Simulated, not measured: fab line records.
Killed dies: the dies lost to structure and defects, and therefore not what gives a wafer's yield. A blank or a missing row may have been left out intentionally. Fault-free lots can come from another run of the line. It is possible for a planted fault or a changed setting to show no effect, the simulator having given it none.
Chamber matching -- flow sky130 -- 3 sister chambers for SKY_CAP2M_CVD_00 on pecvd-04
The step deposits SiO2, target thk 15.5 nm. 3 wafers are shown with their chamber, then 10 later ones without.

WAFERS, EACH WITH ITS CHAMBER
wafer,chamber,heaterPowerW (W)
L088.1,2,854
L090.2,1,679
L090.5,0,700

WAFERS WITHOUT THEIR CHAMBER
wafer,heaterPowerW (W)
L090.6,856
L091.1,883
L091.2,578
L091.4,762
L095.1,686
L095.4,680
L095.5,676
L097.1,646
L097.4,864
L097.5,691

THE CHAMBER EACH PASSED THROUGH
wafer,from the rows above,in truth
L090.6,2,2
L091.1,2,2
L091.2,can't be placed: 1 or 0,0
L091.4,can't be placed: 0 or 1 or 2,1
L095.1,can't be placed: 1 or 0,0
L095.4,can't be placed: 1 or 0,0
L095.5,can't be placed: 1 or 0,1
L097.1,can't be placed: 1 or 0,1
L097.4,2,2
L097.5,can't be placed: 0 or 1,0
Correctly placed: 3 of 10. Can't be placed from these rows: 7 (the true chamber is among the candidates in 7). Number placed wrongly: 0.
How it was worked out, from the rows above alone: a wafer's distance from a chamber is the root of the sum, over the readings, of the square of ((its reading less the chamber's mean) divided by the reading's scatter). The wafer belongs to the nearest chamber; if the next one is less than 2 further off, it can't be placed. For every chamber, the mean is computed from those of its wafers that are shown. The scatter (one wafer shown for each chamber): square how far every hidden wafer sits from the nearest shown wafer, average those squares and take the square root.
